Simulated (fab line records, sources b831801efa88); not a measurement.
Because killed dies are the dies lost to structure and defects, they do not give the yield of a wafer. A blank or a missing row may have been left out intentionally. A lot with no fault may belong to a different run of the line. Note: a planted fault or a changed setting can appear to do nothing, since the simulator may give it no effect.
What tool caused it?    flow sky130    14 lots with 42 wafers sampled at 6 steps, on a route of 708 steps

## WHAT THE GAUGES READ, wafer by wafer
SKY_METAL5_RS_MEAS_05: the measuring method here is four-point-probe.
lot   measured      on             METAL5_ALCU_RS (ohm/sq)
L354  day 43 20:27  film_metro-02  0.0266 0.0267 0.0273
L356  day 44 13:59  film_metro-01  0.0272 0.0269 0.0274
L357  day 44 17:23  film_metro-03  0.0267 0.0273 0.0267
L358  day 45 08:36  film_metro-03  0.0271 0.0277 0.0273
L359  day 45 09:23  film_metro-02  0.0276 0.0271 0.0271
L360  day 45 18:14  film_metro-03  0.0274 0.0273 0.0270
L365  day 46 19:53  film_metro-02  8.5993 8.5774 8.5018
L367  day 47 07:43  film_metro-02  8.6753 8.7807 8.7093
L370  day 48 00:43  film_metro-01  0.0276 0.0276 0.0272
L371  day 48 03:02  film_metro-02  0.0269 0.0270 0.0269
L372  day 48 06:16  film_metro-03  0.0275 0.0273 0.0273
L373  day 48 08:33  film_metro-03  0.0274 0.0268 0.0267
L374  day 48 23:11  film_metro-02  0.0273 0.0274 0.0270
L376  day 49 03:35  film_metro-03  0.0276 0.0274 0.0276

SKY_METAL5_THK_MEAS_06: measures by xrf.
lot   measured      on             METAL5_ALCU_THK (nm)
L354  day 43 20:34  film_metro-02  1178 1174 1155
L356  day 44 14:06  film_metro-01  1159 1160 1149
L357  day 44 17:29  film_metro-03  1171 1152 1175
L358  day 45 08:43  film_metro-03  1158 1138 1150
L359  day 45 09:29  film_metro-02  1136 1148 1159
L360  day 45 18:21  film_metro-03  1151 1157 1166
L365  day 46 20:01  film_metro-02  <0 <0 <0
L367  day 47 07:49  film_metro-02  <0 <0 <0
L370  day 48 00:49  film_metro-01  1129 1128 1149
L371  day 48 03:09  film_metro-02  1161 1159 1163
L372  day 48 06:23  film_metro-03  1144 1148 1152
L373  day 48 08:40  film_metro-03  1135 1162 1179
L374  day 48 23:18  film_metro-02  1147 1149 1149
L376  day 49 03:43  film_metro-03  1137 1145 1128

## WHICH TOOL RAN EACH LOT (tool, then ch and the chambers of the sampled wafers, then the start)
lot   SKY_VIA4_ETCH_12                    SKY_VIA4_STRIP_13                     SKY_METAL5_SPUTTER_02         SKY_METAL5_SPUTTER_03
L354  rie_diel-01 ch 0,1,3, day 43 18:55  plasma_asher-02 ch 0,1, day 43 18:59  pvd_sputter-03, day 43 20:20  pvd_sputter-03, day 43 20:23
L356  rie_diel-01 ch 0,1, day 44 12:10    plasma_asher-03 ch 0,1, day 44 12:14  pvd_sputter-01, day 44 13:52  pvd_sputter-01, day 44 13:55
L357  rie_diel-01 ch 0,1,3, day 44 15:46  plasma_asher-02 ch 0,1, day 44 15:53  pvd_sputter-03, day 44 17:13  pvd_sputter-03, day 44 17:16
L358  rie_diel-02 ch 2,3, day 45 07:00    plasma_asher-03 ch 0,1, day 45 07:04  pvd_sputter-01, day 45 08:29  pvd_sputter-01, day 45 08:32
L359  rie_diel-02 ch 1,2, day 45 07:39    plasma_asher-03 ch 0,1, day 45 07:45  pvd_sputter-03, day 45 09:14  pvd_sputter-03, day 45 09:17
L360  rie_diel-01 ch 1,2,3, day 45 16:42  plasma_asher-02 ch 0, day 45 16:46    pvd_sputter-04, day 45 18:06  pvd_sputter-04, day 45 18:09
L365  rie_diel-02 ch 0,3, day 46 18:16    plasma_asher-03 ch 0,1, day 46 18:20  pvd_sputter-04, day 46 19:46  pvd_sputter-04, day 46 19:49
L367  rie_diel-01 ch 0,2,3, day 47 06:07  plasma_asher-01 ch 0,1, day 47 06:14  pvd_sputter-03, day 47 07:34  pvd_sputter-03, day 47 07:37
L370  rie_diel-04 ch 0,1,2, day 47 23:06  plasma_asher-01 ch 0,1, day 47 23:12  pvd_sputter-01, day 48 00:33  pvd_sputter-01, day 48 00:36
L371  rie_diel-01 ch 0,1,2, day 48 01:19  plasma_asher-03 ch 0,1, day 48 01:23  pvd_sputter-03, day 48 02:55  pvd_sputter-03, day 48 02:58
L372  rie_diel-02 ch 1,2, day 48 04:43    plasma_asher-03 ch 0,1, day 48 04:47  pvd_sputter-03, day 48 06:10  pvd_sputter-03, day 48 06:13
L373  rie_diel-04 ch 1,2, day 48 06:58    plasma_asher-02 ch 0,1, day 48 07:02  pvd_sputter-04, day 48 08:25  pvd_sputter-04, day 48 08:28
L374  rie_diel-01 ch 0,2,3, day 48 21:16  plasma_asher-03 ch 0,1, day 48 21:20  pvd_sputter-03, day 48 23:03  pvd_sputter-03, day 48 23:06
L376  rie_diel-01 ch 0,2, day 49 02:04    plasma_asher-03 ch 0,1, day 49 02:08  pvd_sputter-03, day 49 03:29  pvd_sputter-03, day 49 03:32
- SKY_VIA4_ETCH_12: etches SiO2 in C4F8/O2/Ar, stops on TiN, target depth 580 nm.
- SKY_VIA4_STRIP_13: strips in O2/N2.
- SKY_METAL5_SPUTTER_02: material AlCu, target thk 1150 nm, time 61.2 s.
- SKY_METAL5_SPUTTER_03: material Ti, target thk 5 nm, time 3.3 s.

## AS READ BY THE TOOLS THEMSELVES (means over the sampled wafers that have a number; for cases with no such wafer, the mark the record gives instead)
SKY_VIA4_ETCH_12.
lot   tool         oes_product_au (a.u.)
L354  rie_diel-01  0.928
L356  rie_diel-01  0.923
L357  rie_diel-01  0.928
L358  rie_diel-02  0.926
L359  rie_diel-02  0.924
L360  rie_diel-01  0.929
L365  rie_diel-02  0.925
L367  rie_diel-01  0.925
L370  rie_diel-04  0.925
L371  rie_diel-01  0.922
L372  rie_diel-02  0.928
L373  rie_diel-04  0.926
L374  rie_diel-01  0.922
L376  rie_diel-01  0.928

SKY_VIA4_STRIP_13.
lot   tool             drypump_motor_current_A (A)  oes_product_au (a.u.)  strip_time_to_endpoint_s (s)
L354  plasma_asher-02  5.2                          0.710                  12.85
L356  plasma_asher-03  6.1                          0.710                  12.79
L357  plasma_asher-02  5.2                          0.711                  12.78
L358  plasma_asher-03  6.1                          0.713                  12.81
L359  plasma_asher-03  6.1                          0.711                  12.79
L360  plasma_asher-02  5.2                          0.708                  12.80
L365  plasma_asher-03  6.1                          0.711                  12.83
L367  plasma_asher-01  5.6                          0.713                  12.81
L370  plasma_asher-01  6.0                          0.707                  12.82
L371  plasma_asher-03  6.1                          0.709                  12.84
L372  plasma_asher-03  6.1                          0.709                  12.80
L373  plasma_asher-02  5.2                          0.712                  12.80
L374  plasma_asher-03  6.1                          0.709                  12.82
L376  plasma_asher-03  6.0                          0.712                  12.82

SKY_METAL5_SPUTTER_02.
lot   tool            cathode_dc_power_W (W)  chamber_pressure_pa (Pa)  throttle_valve_pct (%)
L354  pvd_sputter-03  10601                   0.3999                    29.4
L356  pvd_sputter-01  10599                   0.4005                    30.8
L357  pvd_sputter-03  10600                   0.4006                    29.2
L358  pvd_sputter-01  10600                   0.4006                    30.5
L359  pvd_sputter-03  10600                   0.4008                    29.7
L360  pvd_sputter-04  10599                   0.3999                    29.9
L365  pvd_sputter-04  -                       -                         -
L367  pvd_sputter-03  -                       -                         -
L370  pvd_sputter-01  10601                   0.4003                    30.6
L371  pvd_sputter-03  10599                   0.3995                    29.7
L372  pvd_sputter-03  10602                   0.4010                    29.2
L373  pvd_sputter-04  10599                   0.4002                    29.9
L374  pvd_sputter-03  10600                   0.3999                    29.8
L376  pvd_sputter-03  10601                   0.4002                    29.7

SKY_METAL5_SPUTTER_03.
lot   tool            cathode_dc_power_W (W)  chamber_pressure_pa (Pa)  throttle_valve_pct (%)
L354  pvd_sputter-03  2999.7                  0.3998                    29.5
L356  pvd_sputter-01  3000.5                  0.4005                    30.7
L357  pvd_sputter-03  2999.6                  0.4008                    29.1
L358  pvd_sputter-01  3000.2                  0.3987                    30.5
L359  pvd_sputter-03  2999.4                  0.4000                    29.7
L360  pvd_sputter-04  3000.2                  0.3995                    30.0
L365  pvd_sputter-04  3000.3                  0.4000                    29.8
L367  pvd_sputter-03  3000.4                  0.4001                    29.8
L370  pvd_sputter-01  3000.1                  0.3990                    30.5
L371  pvd_sputter-03  3000.0                  0.3989                    29.8
L372  pvd_sputter-03  2999.7                  0.3996                    29.4
L373  pvd_sputter-04  3000.4                  0.3997                    29.7
L374  pvd_sputter-03  2999.8                  0.4003                    29.8
L376  pvd_sputter-03  3000.4                  0.4007                    29.9

## THE ANSWER, worked out from the rows above alone
Rule: the usual values come from the lots themselves. Put in order of their means at a reading, lots are off if they are a third of the lots or fewer, leave a main group of 4 or more, and stand apart from it by a gap of 3 or more times the standard deviation of the main group's means; of several such gaps the widest counts. The tables above print the reading to a certain number of digits; a main group whose means all agree to those digits is not used. Also off: a lot with no number at a reading for which 4 or more lots have one. The other lots that the step has rows for count as sound. The gauges are gone through in route order, then the tools' own readings, and for those a lot's mean is taken as printed above. The first step at which some lot is off is used, and at that step the reading that is off furthest; a lot without a number counts as furthest.
Off: L365, L367, seen at SKY_METAL5_RS_MEAS_05 (METAL5_ALCU_RS). The main group has a mean of 0.0272 ohm/sq with a standard deviation of 0.00022.
A tool fits if, at a process step before that reading, it ran every lot that is off, and no sound lot after the first of them. The gauges at SKY_METAL5_RS_MEAS_05 aren't tried: what is off there is off at SKY_METAL5_SPUTTER_02 too, on other tools, and a gauge's error can't cause that. None of those tried fits.

## WHAT THE SIMULATOR PUT IN
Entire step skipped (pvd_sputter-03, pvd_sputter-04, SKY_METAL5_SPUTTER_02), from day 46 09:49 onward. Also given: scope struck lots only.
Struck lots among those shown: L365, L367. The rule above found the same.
